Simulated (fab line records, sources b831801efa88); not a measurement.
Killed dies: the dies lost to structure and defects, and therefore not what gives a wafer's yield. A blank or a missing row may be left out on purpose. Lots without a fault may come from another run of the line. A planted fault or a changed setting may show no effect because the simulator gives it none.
fab line records | flow gf180mcu | part 2 of 2: steps 30 to 39 of 39
record lots=5 | wafers=15 | last_day=34
route steps=602 shown M1@315 V1@335
lots with no fault: from the same line, run without faults
start_h: start of the lot's first displayed wafer, in hours after the record's first day | wait_h: hours elapsed since this lot's preceding step | " same as the row above | L1.1+2: one row covering several wafers at once | - no value, or no start given | * or withheld: withheld | < > ~ a bound
route shown NAME@n: a module of which the file shows steps, and the number in the route of the first | usual: average and standard deviation across the fault-free wafers | same: alike in all rows | chamber/n: place in a boat | sites: the reading at each site | _std_site: standard deviation of those values | _edge_site: inner sites' mean taken away from outer sites' mean | radius_mm: how far each site lies from the wafer's centre | mask NAME#n: copy n | behind: tool/chamber where the wafer was last shaped | hold: the reason the lot was held/the length of the hold in hours/how it ended | device: which transistor (n, p or np) failed to switch | end of line: the route-end tests of the same wafers | a step without rows: its recipe alone | killed: dies that structure and defects cost at the first sort, which is not the same as the wafer's yield | map: shows each die of a wafer: x if killed, . if not, _ if none is there
set.NAME: the setting the step ran with; set.NAME@STEP: the setting that earlier step ran with | model.NAME: the simulator's own value behind a step, which no gauge read
lots seen at some steps along the route; tables by step, rows by wafer
services: when a tool's chamber went out of use (start_h, in hours from the record's first day, below 0 if earlier), for how many hours, and the reason
## steps
# step GF_V1_COAT_09
# recipe resist=KrF | spin_rpm=withheld | resist_thk_nm=1000
lot.wafer  | tool           | chamber | start_h | wait_h
L076.1+2+6 | litho_track-04 | 0       | -       | -
L078.1+4+5 | litho_track-02 | 0       | -       | -
L088.1+3+6 | litho_track-02 | 0       | -       | -
L096.4+5+6 | litho_track-04 | 0       | -       | -
L097.2+3+5 | litho_track-02 | 0       | -       | -
# step GF_V1_SOFTBAKE_10
# recipe temp_c=130 | time_s=60 | resist=KrF
lot.wafer  | tool           | chamber | start_h | wait_h
L076.1+2+6 | litho_track-04 | 0       | -       | -
L078.1+4+5 | litho_track-02 | 0       | -       | -
L088.1+3+6 | litho_track-02 | 0       | -       | -
L096.4+5+6 | litho_track-04 | 0       | -       | -
L097.2+3+5 | litho_track-02 | 0       | -       | -
# step GF_V1_EXPOSE_11
# recipe mask_id=Via1 | target_cd_nm=260 | na=0.68 | source_shape=conventional | sigma_outer=0.6 | dose_mj=38
# usual exposure_dose_mJ_cm2=38.00/0.035 | reticle_temp_C=23.00/0.099
lot.wafer | tool           | chamber | start_h | wait_h | mask   | exposure_dose_mJ_cm2 | reticle_temp_C
L076.1    | krf_scanner-01 | 0       | -       | -      | Via1#0 | 37.95                | 23.07
L076.2    | "              | 0       | "       | "      | Via1#0 | 37.94                | 22.93
L076.6    | "              | 0       | "       | "      | Via1#0 | 37.98                | 23.17
L078.1    | krf_scanner-01 | 0       | -       | -      | Via1#0 | 37.99                | 22.93
L078.4    | "              | 0       | "       | "      | Via1#0 | 37.97                | 22.98
L078.5    | "              | 0       | "       | "      | Via1#0 | 37.92                | 23.07
L088.1    | krf_scanner-01 | 0       | -       | -      | Via1#0 | 37.96                | 22.90
L088.3    | "              | 0       | "       | "      | Via1#0 | 37.99                | 23.07
L088.6    | "              | 0       | "       | "      | Via1#0 | 38.02                | 22.86
L096.4    | krf_scanner-01 | 0       | -       | -      | Via1#0 | 37.95                | 22.97
L096.5    | "              | 0       | "       | "      | Via1#0 | 37.99                | 22.99
L096.6    | "              | 0       | "       | "      | Via1#0 | 38.03                | 23.18
L097.2    | krf_scanner-02 | 0       | -       | -      | Via1#0 | 37.99                | 23.01
L097.3    | "              | 0       | "       | "      | Via1#0 | 37.99                | 22.88
L097.5    | "              | 0       | "       | "      | Via1#0 | 38.02                | 22.81
# step GF_V1_PEB_12
# recipe peb_temp_c=135 | peb_time_s=90 | resist=KrF
lot.wafer  | tool           | chamber | start_h | wait_h
L076.1+2+6 | litho_track-02 | 0       | -       | -
L078.1+4+5 | litho_track-04 | 0       | -       | -
L088.1+3+6 | litho_track-01 | 0       | -       | -
L096.4+5+6 | litho_track-04 | 0       | -       | -
L097.2+3+5 | litho_track-02 | 0       | -       | -
# step GF_V1_DEVELOP_13
# recipe develop_time_s=60 | resist=KrF | dev_temp_c=21
lot.wafer  | tool           | chamber | start_h | wait_h
L076.1+2+6 | litho_track-02 | 0       | 429.55  | 0.2
L078.1+4+5 | litho_track-04 | 0       | 451.24  | 0.2
L088.1+3+6 | litho_track-01 | 0       | 544.18  | 0.2
L096.4+5+6 | litho_track-04 | 0       | 602.26  | 0.1
L097.2+3+5 | litho_track-02 | 0       | 612.37  | 0.2
# step GF_V1_CD_MEAS_14
# recipe target_cd_nm=260
# usual cd_nm=259.8/1.1
lot.wafer | tool      | chamber | start_h | wait_h | cd_nm
L076.1    | cd_sem-01 | -       | 429.70  | 0.1    | 261.5
L076.2    | "         | -       | "       | "      | 260.3
L076.6    | "         | -       | "       | "      | 260.5
L078.1    | cd_sem-02 | -       | 451.39  | 0.1    | 259.1
L078.4    | "         | -       | "       | "      | 260.2
L078.5    | "         | -       | "       | "      | 260.4
L088.1    | cd_sem-01 | -       | 544.33  | 0.1    | 260.6
L088.3    | "         | -       | "       | "      | 259.9
L088.6    | "         | -       | "       | "      | 259.5
L096.4    | cd_sem-02 | -       | 602.40  | 0.1    | 260.8
L096.5    | "         | -       | "       | "      | 261.9
L096.6    | "         | -       | "       | "      | 259.9
L097.2    | cd_sem-02 | -       | 612.51  | 0.1    | 260.2
L097.3    | "         | -       | "       | "      | 260.8
L097.5    | "         | -       | "       | "      | 260.7
# step GF_V1_OVL_MEAS_15
# usual V1_OVL=0/5
lot.wafer | tool       | chamber | start_h | wait_h | V1_OVL[nm]
L076.1    | overlay-01 | -       | 429.82  | 0.1    | 3
L076.2    | "          | -       | "       | "      | 6
L076.6    | "          | -       | "       | "      | 7
L078.1    | overlay-01 | -       | 451.51  | 0.1    | -2
L078.4    | "          | -       | "       | "      | 2
L078.5    | "          | -       | "       | "      | -6
L088.1    | overlay-01 | -       | 544.45  | 0.1    | -12
L088.3    | "          | -       | "       | "      | -15
L088.6    | "          | -       | "       | "      | -5
L096.4    | overlay-02 | -       | 602.48  | 0.1    | -4
L096.5    | "          | -       | "       | "      | -5
L096.6    | "          | -       | "       | "      | -3
L097.2    | overlay-01 | -       | 612.62  | 0.1    | -5
L097.3    | "          | -       | "       | "      | -3
L097.5    | "          | -       | "       | "      | -6
# step GF_V1_ETCH_16
# recipe chemistry=N2/H2 | target_depth_a=withheld | overetch_a=withheld | time_s=withheld | target=BARC | ion_energy_ev=200 | source_w=500 | bias_w=100 | pressure_mtorr=30 | n2_flow_sccm=100 | h2_flow_sccm=200
# usual drypump_motor_current_A=5.6/0.41 | oes_product_au=0.854/0.0044 | throttle_valve_pct=13.224/0.01
lot.wafer | tool        | chamber | start_h | wait_h | drypump_motor_current_A | oes_product_au | throttle_valve_pct
L076.1    | rie_diel-04 | 1       | 429.85  | 0.0    | 6.1                     | 0.858          | 13.217
L076.2    | "           | 0       | "       | "      | 6.0                     | 0.853          | 13.213
L076.6    | "           | 3       | "       | "      | 5.4                     | 0.854          | 13.205
L078.1    | rie_diel-02 | 1       | 451.55  | 0.0    | 5.9                     | 0.859          | 13.210
L078.4    | "           | 3       | "       | "      | 6.0                     | 0.856          | 13.209
L078.5    | "           | 2       | "       | "      | 5.0                     | 0.844          | 13.222
L088.1    | rie_diel-02 | 0       | 544.49  | 0.0    | 5.3                     | 0.855          | 13.228
L088.3    | "           | 1       | "       | "      | 5.9                     | 0.852          | 13.220
L088.6    | "           | 0       | "       | "      | 5.3                     | 0.858          | 13.248
L096.4    | rie_diel-02 | 2       | 602.49  | 0.0    | 5.0                     | 0.850          | 13.236
L096.5    | "           | 3       | "       | "      | 6.0                     | 0.845          | 13.243
L096.6    | "           | 2       | "       | "      | 5.0                     | 0.854          | 13.227
L097.2    | rie_diel-04 | 3       | 612.65  | 0.0    | 5.4                     | 0.856          | 13.239
L097.3    | "           | 2       | "       | "      | 5.1                     | 0.847          | 13.219
L097.5    | "           | 1       | "       | "      | 6.0                     | 0.854          | 13.223
# step GF_V1_ETCH_17
# recipe chemistry=C4F8/O2/Ar | mask_material=KrF | target=SiO2 | stop_on=TiN | source_w=1500 | bias_w=1200 | pressure_mtorr=40 | c4f8_flow_sccm=withheld | O2_flow_sccm=6 | Ar_flow_sccm=300 | time_s=withheld | target_depth_a=6300
# usual oes_product_au=0.856/0.0045
lot.wafer | tool        | chamber | start_h | wait_h | oes_product_au
L076.1    | rie_diel-04 | 1       | -       | -      | 0.856
L076.2    | "           | 0       | "       | "      | 0.858
L076.6    | "           | 3       | "       | "      | 0.859
L078.1    | rie_diel-02 | 1       | -       | -      | 0.860
L078.4    | "           | 3       | "       | "      | 0.856
L078.5    | "           | 2       | "       | "      | 0.853
L088.1    | rie_diel-02 | 0       | -       | -      | 0.851
L088.3    | "           | 1       | "       | "      | 0.860
L088.6    | "           | 0       | "       | "      | 0.851
L096.4    | rie_diel-02 | 2       | -       | -      | 0.860
L096.5    | "           | 3       | "       | "      | 0.853
L096.6    | "           | 2       | "       | "      | 0.859
L097.2    | rie_diel-04 | 3       | -       | -      | 0.852
L097.3    | "           | 2       | "       | "      | 0.855
L097.5    | "           | 1       | "       | "      | 0.859
# step GF_V1_STRIP_18
# recipe chemistry=O2/N2 | power_w=1400 | pressure_mtorr=1500 | platen_temp_c=250 | o2_flow_sccm=3000 | n2_flow_sccm=300 | overash_fraction=0.5
# usual drypump_motor_current_A=5.7/0.57 | heater_power_w=370/36 | oes_product_au=0.592/0.0048
lot.wafer | tool            | chamber | start_h | wait_h | drypump_motor_current_A | heater_power_w | oes_product_au | rf_hours_counter_h
L076.1    | plasma_asher-03 | 1       | 430.04  | -      | 4.8                     | 358            | 0.594          | 82
L076.2    | "               | 0       | "       | "      | 6.0                     | 425            | 0.598          | 82
L076.6    | "               | 0       | "       | "      | 6.0                     | 410            | 0.596          | -
L078.1    | plasma_asher-03 | 1       | 451.68  | -      | 4.8                     | 347            | 0.596          | 84
L078.4    | "               | 0       | "       | "      | 6.0                     | 420            | 0.590          | -
L078.5    | "               | 1       | "       | "      | 4.8                     | 354            | 0.594          | -
L088.1    | plasma_asher-02 | 0       | 544.62  | -      | 5.6                     | 345            | 0.589          | 12
L088.3    | "               | 0       | "       | "      | 5.7                     | 335            | 0.594          | -
L088.6    | "               | 0       | "       | "      | 5.7                     | 340            | 0.584          | -
L096.4    | plasma_asher-01 | 1       | 602.66  | -      | 6.5                     | 415            | 0.591          | -
L096.5    | "               | 1       | "       | "      | 6.5                     | 396            | 0.593          | -
L096.6    | "               | 0       | "       | "      | 6.1                     | 325            | 0.597          | -
L097.2    | plasma_asher-01 | 1       | 612.78  | -      | 6.5                     | 411            | 0.597          | 50
L097.3    | "               | 0       | "       | "      | 6.1                     | 328            | 0.598          | -
L097.5    | "               | 1       | "       | "      | 6.5                     | 399            | 0.593          | -
## services
tool           | chamber | start_h | hours | kind
rie_diel-02    | 2       | 361.38  | 11.7  | repair
pvd_sputter-02 | -       | 377.52  | 1.6   | repair
krf_scanner-02 | -       | 384.25  | 0.8   | pm
rie_diel-02    | -       | 393.54  | 0.2   | repair
krf_scanner-01 | -       | 420.87  | 0.8   | pm
pvd_sputter-03 | -       | 421.17  | 4.7   | repair
krf_scanner-01 | -       | 423.78  | 1.0   | pm
pvd_sputter-01 | -       | 436.64  | 2.1   | repair
rie_diel-02    | 3       | 466.24  | 12.2  | repair
krf_scanner-01 | -       | 474.13  | 4.0   | pm
pvd_sputter-02 | -       | 494.81  | 1.5   | repair
krf_scanner-01 | -       | 511.96  | 0.8   | pm
krf_scanner-01 | -       | 515.74  | 1.3   | pm
pvd_sputter-02 | -       | 527.28  | 3.8   | repair
pvd_sputter-02 | -       | 542.72  | 1.8   | repair
pvd_sputter-01 | -       | 546.88  | 3.5   | repair
rie_diel-02    | 3       | 559.77  | 16.3  | repair
rie_diel-02    | 2       | 560.44  | 6.9   | repair
pvd_sputter-03 | -       | 579.51  | 0.5   | repair
krf_scanner-01 | -       | 589.67  | 0.8   | pm
krf_scanner-01 | -       | 593.35  | 1.0   | pm
pvd_sputter-03 | -       | 598.85  | 2.1   | repair
rie_diel-02    | 1       | 602.94  | 3.5   | repair
krf_scanner-01 | -       | 610.26  | 4.4   | pm
